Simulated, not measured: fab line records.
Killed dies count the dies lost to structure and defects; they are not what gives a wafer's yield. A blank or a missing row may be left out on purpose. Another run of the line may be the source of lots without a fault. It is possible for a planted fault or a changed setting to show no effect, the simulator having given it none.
Matching of chambers | flow sky130 | SKY_CONTACT_CVD_00 on pecvd-04 has 3 sister chambers
The step deposits Si3N4, target thk 75 nm. 6 wafers are shown with their chamber, then 6 later ones without.

== WAFERS, EACH WITH ITS CHAMBER ==
wafer  | chamber | heaterPowerW (W)
L454.1 | 1       | 917
L454.4 | 2       | 697
L455.2 | 1       | 898
L455.4 | 0       | 723
L457.1 | 2       | 615
L457.2 | 0       | 732

== WAFERS WHOSE CHAMBER IS MISSING ==
wafer  | heaterPowerW (W)
L467.2 | 623
L467.4 | 607
L467.5 | 1010
L468.3 | 666
L468.4 | 959
L468.6 | 644

== EACH ONE'S CHAMBER ==
wafer  | from the rows above     | in truth
L467.2 | 2                       | 2
L467.4 | 2                       | 2
L467.5 | 1                       | 1
L468.3 | can't be placed: 2 or 0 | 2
L468.4 | 1                       | 1
L468.6 | 2                       | 2
5 of 6 placed correctly. These rows do not allow placing 1 (true chamber among the candidates in 1). Number placed wrongly: 0.
How it was worked out, from the rows above alone: a wafer's distance from a chamber is the root of the sum, over the readings, of the square of ((its reading less the chamber's mean) divided by the reading's scatter). If the next closest chamber is less than 2 further off than the closest, the wafer can't be placed; otherwise it belongs to the closest. The mean given for a chamber averages the wafers shown for that chamber. The scatter: take each reading less its chamber's mean, square it, sum over the shown wafers, divide by the number of wafers less the number of chambers, and take the root.
